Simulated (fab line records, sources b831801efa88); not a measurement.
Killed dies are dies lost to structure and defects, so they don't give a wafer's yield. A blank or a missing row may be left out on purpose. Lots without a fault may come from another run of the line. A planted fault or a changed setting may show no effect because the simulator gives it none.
Which tool did it? | flow sky130 | 7 lots, 21 wafers sampled, at 2 steps of a route of 708

WHAT THE GAUGES READ, wafer by wafer
SKY_LOCAL_INTERCONNECT_THK_MEAS_02: measures by xrf.
lot  | measured     | on            | LOCAL_INTERCONNECT_TIN_THK (nm)
L942 | day 29 15:58 | film_metro-02 | 103.2 102.6 101.5
L944 | day 30 18:54 | film_metro-01 | 101.4 100.0 100.5
L953 | day 33 14:36 | film_metro-02 | 104.2 104.3 104.2
L955 | day 33 20:28 | film_metro-01 | 102.4 99.9 99.7
L957 | day 34 12:16 | film_metro-01 | 103.4 104.3 102.0
L961 | day 36 09:01 | film_metro-02 | 103.5 101.8 104.0
L960 | day 36 13:13 | film_metro-02 | 101.2 99.7 102.5

WHICH TOOL RAN EACH LOT (tool, then ch and the chambers of the sampled wafers, then the start)
lot  | SKY_LI_CONTACT_CMP_24
L942 | cmp-02 ch 0,1,2, day 29 15:32
L944 | cmp-01 ch 1,2,3, day 30 18:31
L953 | cmp-02 ch 0,3, day 33 14:08
L955 | cmp-01 ch 2,3, day 33 20:02
L957 | cmp-01 ch 1,3, day 34 11:50
L961 | cmp-01 ch 0,1,2, day 36 08:41
L960 | cmp-01 ch 0,2,3, day 36 12:47
- SKY_LI_CONTACT_CMP_24: polishes, stops on PSG, t overpolish 20 s, target thk 0 nm.

THE ANSWER, worked out from the rows above alone
Rule: what is usual is taken from the lots themselves. Put in order of their means at a reading, lots are off if they are a third of the lots or fewer, leave a main group of 4 or more, and stand apart from it by a gap of 3 or more times the standard deviation of the main group's means; of several such gaps the widest counts. A main group whose means are all the same, to the digits that the tables above print for the reading, isn't used. A lot without any number at a reading at which 4 lots or more have one is off too. The other lots that the step has rows for count as sound.
No lot is off at any reading shown: from this, nothing can be told.

WHAT THE SIMULATOR HAD PUT IN
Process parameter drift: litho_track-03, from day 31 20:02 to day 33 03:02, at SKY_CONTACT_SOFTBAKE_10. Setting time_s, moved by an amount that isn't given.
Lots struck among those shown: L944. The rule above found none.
